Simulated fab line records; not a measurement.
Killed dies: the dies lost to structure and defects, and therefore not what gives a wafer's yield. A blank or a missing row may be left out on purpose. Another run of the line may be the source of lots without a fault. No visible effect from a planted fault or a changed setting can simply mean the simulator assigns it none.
A single fault, viewed from 2 desks	flow gf180mcu	every desk sees just its own numbers, and what lay behind them comes last

== AT THE TOOL OWNER'S DESK: cmp-01 ==
The tool's own readings at GF_V4_CMP_26 (polishes, stops on SiO2, t overpolish 15 s, target thk 0 nm): means of the sampled wafers that have a number, for each lot that ran on this tool. If a lot's mean is further than 4 standard deviations from the usual mean, the lot is out of limits and carries the mark OUT (the distance appears in the brackets).
Columns: A = head_pressure_psi at GF_V4_CMP_26, usual 3.499 psi; B = motor_current_A at GF_V4_CMP_26, usual 10.7 A; C = overpolish_run_s at GF_V4_CMP_26, usual 15.000 s; D = slurry_flow_ml_min at GF_V4_CMP_26, usual 150.0; E = time_to_endpoint_s at GF_V4_CMP_26, usual 85 s
lot	first seen here	A	B	C	D	E
L268	day 24 13:23	3.495	9.8	14.998	149.6	82
L274	day 26 14:13	3.492	10.1	10.015 (-99 or more) OUT	150.2	100 (+4.7) OUT
L282	day 29 08:08	3.509	10.6	15.002	150.6	87
L283	day 29 15:15	3.502	10.4	14.997	149.8	83
L284	day 29 19:23	3.500	10.0	15.006	150.3	84
L285	day 30 03:52	3.492	10.9	15.000	150.4	84
L287	day 30 14:48	3.494	11.1	14.994	150.2	83
L290	day 31 14:35	3.502	11.0	15.002	150.5	81
This desk's verdict: out of limits on L274, starting with L274 at day 26 14:13 (overpolish_run_s at GF_V4_CMP_26). Within limits: L268, L282, L283, L284, L285, L287, L290.

== FROM THE METROLOGY DESK ==
What the gauges read for every lot (on any tool): the sampled wafers with a number, averaged. If a lot's mean is further than 4 standard deviations from the usual mean, the lot is out of limits and carries the mark OUT (the distance appears in the brackets).
Columns: A = V4_OVL at GF_V4_OVL_MEAS_15, usual 0 nm
lot	first seen here	A
L268	day 24 12:09	9
L269	day 24 20:26	1
L271	day 25 13:35	0
L274	day 26 13:06	-1
L280	day 28 20:03	-2
L281	day 29 01:09	-1
L282	day 29 06:38	2
L283	day 29 13:48	0
L284	day 29 18:13	-4
L285	day 30 02:44	4
L286	day 30 12:47	-2
L287	day 30 13:30	2
L290	day 31 13:27	-3
This desk's verdict: no lot among the 13 shows anything out of limits.

== ALL TOGETHER ==
An alarm could have come from the tool owner's desk at day 26 14:13, on L274.
The metrology desk saw nothing out of limits.
The metrology desk holds a record of L274, inside its limits.
All the named lots went through GF_V4_CMP_26 on cmp-01.

== WHAT WAS PUT IN BY THE SIMULATOR ==
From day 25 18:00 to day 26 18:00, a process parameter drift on cmp-01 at GF_V4_CMP_26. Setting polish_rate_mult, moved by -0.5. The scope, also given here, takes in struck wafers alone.
Shown lots that were struck: L274.
Time in hours from fault onset to the first out-of-limits reading at each desk: the tool owner's desk, 20.
